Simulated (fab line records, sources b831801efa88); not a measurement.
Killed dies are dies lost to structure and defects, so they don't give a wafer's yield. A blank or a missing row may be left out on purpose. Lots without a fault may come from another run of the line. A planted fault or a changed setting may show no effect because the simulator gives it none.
Chamber matching | flow gf180mcu | GF_V2_CVD_02 on pecvd-02: 3 sister chambers
The step deposits SiO2 from TEOS, target thk 850 nm, time 94.851 s. 3 wafers are shown with their chamber, then 12 later ones without.

WAFERS WITH THEIR CHAMBER
wafer  | chamber | heater_power_w (W)
L087.1 | 2       | 682
L087.2 | 0       | 699
L087.3 | 1       | 692

WAFERS WITHOUT THEIR CHAMBER
wafer  | heater_power_w (W)
L087.4 | 720
L087.5 | 707
L087.6 | 701
L090.2 | 708
L090.3 | 660
L090.6 | 555
L091.3 | 721
L091.5 | 723
L091.6 | 631
L097.1 | 685
L097.2 | 582
L097.3 | 597

WHICH CHAMBER EACH WENT THROUGH
wafer  | from the rows above          | in truth
L087.4 | can't be placed: 0 or 1 or 2 | 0
L087.5 | can't be placed: 0 or 1 or 2 | 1
L087.6 | can't be placed: 0 or 1 or 2 | 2
L090.2 | can't be placed: 0 or 1 or 2 | 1
L090.3 | can't be placed: 2 or 1 or 0 | 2
L090.6 | can't be placed: 2 or 1 or 0 | 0
L091.3 | can't be placed: 0 or 1 or 2 | 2
L091.5 | can't be placed: 0 or 1 or 2 | 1
L091.6 | can't be placed: 2 or 1 or 0 | 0
L097.1 | can't be placed: 2 or 1 or 0 | 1
L097.2 | can't be placed: 2 or 1 or 0 | 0
L097.3 | can't be placed: 2 or 1 or 0 | 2
Placed correctly: 0 of 12. Can't be placed from these rows: 12 (the true chamber is among the candidates in 12). Placed wrongly: 0.
How it was worked out, from the rows above alone: a wafer's distance from a chamber is the root of the sum, over the readings, of the square of ((its reading less the chamber's mean) divided by the reading's scatter). The wafer belongs to the nearest chamber; if the next one is less than 2 further off, it can't be placed. A chamber's mean is the mean of its shown wafers. The scatter: with one shown wafer a chamber, the root of the mean of the squares of how far each hidden wafer lies from its nearest shown one.
